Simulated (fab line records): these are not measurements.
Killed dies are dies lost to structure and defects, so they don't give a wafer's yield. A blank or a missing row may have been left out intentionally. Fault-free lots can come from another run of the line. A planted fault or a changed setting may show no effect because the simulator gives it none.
Shared-tool check    flow gf180mcu    11 lots, 33 wafers sampled

## THE REASON FOR OPENING IT
At GF_PSD_TW_MEAS_11 the reading PSD_TW is flagged on 2 of 11 lots. No-fault wafers: 3187, standard deviation 31.
Rule: flag the lot when none of its wafers has a number, or when each of its wafers that has one lies beyond 4 standard deviations from that mean. The rest of the lots are taken to be sound.

lot   measured      on             PSD_TW, wafer by wafer  flag
L544  day 14 05:36  film-metro-03  3172 3197 3205          
L545  day 15 00:05  film-metro-03  3215 3221 3202          
L548  day 16 01:56  film-metro-03  3180 3200 3186          
L550  day 16 20:32  film-metro-04  3181 3182 3190          
L551  day 16 22:50  film-metro-02  3138 3137 3143          
L553  day 17 14:59  film-metro-03  3221 3231 3250          
L554  day 18 05:20  film-metro-03  3208 3209 3221          
L556  day 18 16:30  film-metro-03  3201 3214 3201          
L562  day 20 18:33  film-metro-02  3514 3526 3540          FLAGGED
L565  day 22 00:06  film-metro-04  3577 3582 3577          FLAGGED
L567  day 22 12:40  film-metro-04  3198 3177 3194          
On average the flagged lots' numbers are 3553, which is +366 against the usual, or +12 standard deviations.

## WHICH TOOL RAN EACH LOT
The record holds 2 process steps before the reading, out of a route of 602 steps. Cell contents, in order: the tool; ch with the chambers the sampled wafers went through; the start.
lot   flag     GF_PSD_IMPLANT_09                GF_PSD_STRIP_10
L544           implanter-04 ch 0, day 14 05:23  plasma-asher-01 ch 0,1, day 14 05:31
L545           implanter-03 ch 0, day 14 23:52  plasma-asher-04 ch 0,1, day 15 00:00
L548           implanter-03 ch 0, day 16 01:43  plasma-asher-01 ch 0,1, day 16 01:52
L550           implanter-04 ch 0, day 16 20:18  plasma-asher-04 ch 0,1, day 16 20:25
L551           implanter-01 ch 0, day 16 22:37  plasma-asher-04 ch 0, day 16 22:44
L553           implanter-01 ch 0, day 17 14:44  plasma-asher-04 ch 0,1, day 17 14:53
L554           implanter-01 ch 0, day 18 05:05  plasma-asher-03 ch 0,1, day 18 05:14
L556           implanter-04 ch 0, day 18 16:16  plasma-asher-03 ch 0,1, day 18 16:23
L562  FLAGGED  implanter-01 ch 0, day 20 18:00  plasma-asher-04 ch 0,1, day 20 18:26
L565  FLAGGED  implanter-03 ch 0, day 21 23:33  plasma-asher-03 ch 0,1, day 21 23:59
L567           implanter-01 ch 0, day 22 12:25  plasma-asher-01 ch 0,1, day 22 12:34
What is done by these steps:
- GF_PSD_IMPLANT_09
- GF_PSD_STRIP_10: strips in O2/N2.
- GF_PSD_TW_MEAS_11

## FLAGGED OVER TOTAL, TOOL BY TOOL (the gauges that took the reading come last)
step               tool             lots run  flagged  share of the flagged lots  sound lots run after its first flagged lot
GF_PSD_IMPLANT_09  implanter-01     5         1        some                       1 (L567)
GF_PSD_IMPLANT_09  implanter-03     3         1        some                       0
GF_PSD_IMPLANT_09  implanter-04     3         0        none                       -
GF_PSD_STRIP_10    plasma-asher-01  3         0        none                       -
GF_PSD_STRIP_10    plasma-asher-03  3         1        some                       0
GF_PSD_STRIP_10    plasma-asher-04  5         1        some                       0
GF_PSD_TW_MEAS_11  film-metro-02    2         1        some                       0
GF_PSD_TW_MEAS_11  film-metro-03    6         0        none                       -
GF_PSD_TW_MEAS_11  film-metro-04    3         1        some                       1 (L567)

## WHAT IS ALLOWED BY THE TABLE
No row of the table ran every flagged lot.

## WHAT HAD BEEN PUT IN BY THE SIMULATOR
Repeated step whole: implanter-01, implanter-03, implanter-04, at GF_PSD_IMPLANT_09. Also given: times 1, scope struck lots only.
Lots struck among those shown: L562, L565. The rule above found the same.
